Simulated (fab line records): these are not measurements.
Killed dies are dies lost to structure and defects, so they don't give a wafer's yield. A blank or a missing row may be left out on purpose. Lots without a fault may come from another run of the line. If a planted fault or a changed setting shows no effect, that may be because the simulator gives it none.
Code-filled problem report in 8D (eight disciplines) form | flow sky130 | the parts of the form that need people (team, actions taken, sign-off) are left out

== 1. WHAT IS WRONG ==
Mean of cd_nm at SKY_POLY_GATE_CD_MEAS_13: 119.7 nm across 6 wafers in 2 lots; on wafers with no fault it is 149.6 nm (standard deviation 1.4). Relative to the usual mean, that is a shift of -21 standard deviations.
The step: target cd 150 nm.
Earliest sighting: wafer L852.2 on cd_sem-01 at day 19 09:11. Wafers with a number at this step in the record: 39, from 13 lots. The rule behind "out" and "out of limits": a value lying over 4 standard deviations away from the usual mean. The rest of the wafers with a number are treated as sound.

== 2. WHAT IT IS; WHAT IT IS NOT ==
question                    | is                     | is not
which readings at this step | cd_nm                  | -
which lots                  | L851, L852             | L846, L847, L849, L850, L861, L862, L863, L864, L865, L867, L868
which wafers of those lots  | all that have a number | -
read on which gauges        | cd_sem-01, cd_sem-02   | -
when                        | from day 19 09:11      | up to then (12 sound wafers); but 21 sound wafers of L861, L862, L863, L864, L865, L867, L868 came after

== 3. THE SUSPECTS, EACH WITH WHAT RULES IT OUT ==
Counting: a tool at any process step up to the reading remains a suspect when it ran all the lots that are out and ran no sound lot after the first of those.
- the gauge at SKY_POLY_GATE_CD_MEAS_13 is ruled out. The wafers that are out were read on 2 gauges (cd_sem-01, cd_sem-02).
- krf_scanner-01 at SKY_POLY_GATE_EXPOSE_10 (exposes mask P1M, target cd 150 nm): ruled out as a lasting fault. The sound lots L862, L863, L867, L868 went through it after L852, its earliest lot that is out (day 18 17:55).
Left after counting: nothing in the record.

== 4. THE CAUSE (what the simulator had put in) ==
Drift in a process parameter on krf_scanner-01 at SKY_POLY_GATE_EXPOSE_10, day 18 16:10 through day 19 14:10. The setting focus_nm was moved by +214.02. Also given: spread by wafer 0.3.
It was ruled out by counting, in error; the rule expects a fault to strike all lots run on its tool from its start on, and this fault did not.

== 5. THE CHAIN OF EFFECTS, in route order ==
One row per reading whose mean, taken over the struck wafers that have a number, lies over 3 standard deviations from the usual. Only readings for which the record gives a usual standard deviation are gone through. hours: the time from each lot's start at the first step in this table that gives one to its start at this step, as a median over the lots. sigmas: the change in usual standard deviations.
hours | step                     | reading             | usual    | on struck wafers | change | sigmas
0     | SKY_POLY_GATE_CD_MEAS_13 | cd_nm               | 149.6 nm | 119.7            | -29.9  | -21
685   | SKY_PAD_OPEN_PROBE_99    | killed_at_front_end | 15       | 290              | +275   | +61
685   | SKY_PAD_OPEN_PROBE_99    | killed_dies         | 86       | 355              | +269   | +29
685   | SKY_PAD_OPEN_PROBE_99    | killed_on_rim       | 17       | 54               | +37    | +11
The process steps in it:
- SKY_PAD_OPEN_PROBE_99
Later measuring or inspecting steps at which every struck wafer that the step has a row for has a number for every such reading, and none has moved that far: SKY_LOCAL_INTERCONNECT_THK_MEAS_02.

== 6. HOW IT WOULD HAVE BEEN CAUGHT EARLIER ==
In this record the first reading out of limits at a measuring or inspecting step was taken at day 19 09:11, 17 hours after the fault began at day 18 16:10.
